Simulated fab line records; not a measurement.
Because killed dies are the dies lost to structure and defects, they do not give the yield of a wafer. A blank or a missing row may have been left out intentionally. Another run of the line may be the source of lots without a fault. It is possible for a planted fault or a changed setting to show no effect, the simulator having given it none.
Chamber matching -- flow sky130 -- pecvd-01 running SKY_PASSIVATION_CVD_00: 3 sister chambers
The step deposits SiO2, target thk 90 nm. 3 wafers are shown with their chamber, then 8 later ones without.

== WAFERS, EACH WITH ITS CHAMBER ==
wafer,chamber,heater-power-w (W)
L665.4,0,596
L666.3,2,820
L673.1,1,659

== WAFERS MISSING THEIR CHAMBER ==
wafer,heater-power-w (W)
L673.2,657
L673.4,646
L675.3,669
L675.4,809
L675.6,560
L679.2,549
L679.3,668
L679.6,648

== WHICH CHAMBER EACH WENT THROUGH ==
wafer,from the rows above,in truth
L673.2,1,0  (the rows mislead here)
L673.4,can't be placed: 1 or 0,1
L675.3,1,1
L675.4,2,2
L675.6,0,0
L679.2,0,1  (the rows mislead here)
L679.3,1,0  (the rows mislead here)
L679.6,can't be placed: 1 or 0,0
Correct placement for 3 of the 8. From these rows, 2 cannot be placed; in 2 the true chamber is one of the candidates. Wrongly placed: 3.
How it was worked out, from the rows above alone: a wafer's distance from a chamber is the root of the sum, over the readings, of the square of ((its reading less the chamber's mean) divided by the reading's scatter). If the next closest chamber is less than 2 further off than the closest, the wafer can't be placed; otherwise it belongs to the closest. For every chamber, the mean is computed from those of its wafers that are shown. The scatter (one wafer shown for each chamber): square how far every hidden wafer sits from the nearest shown wafer, average those squares and take the square root.
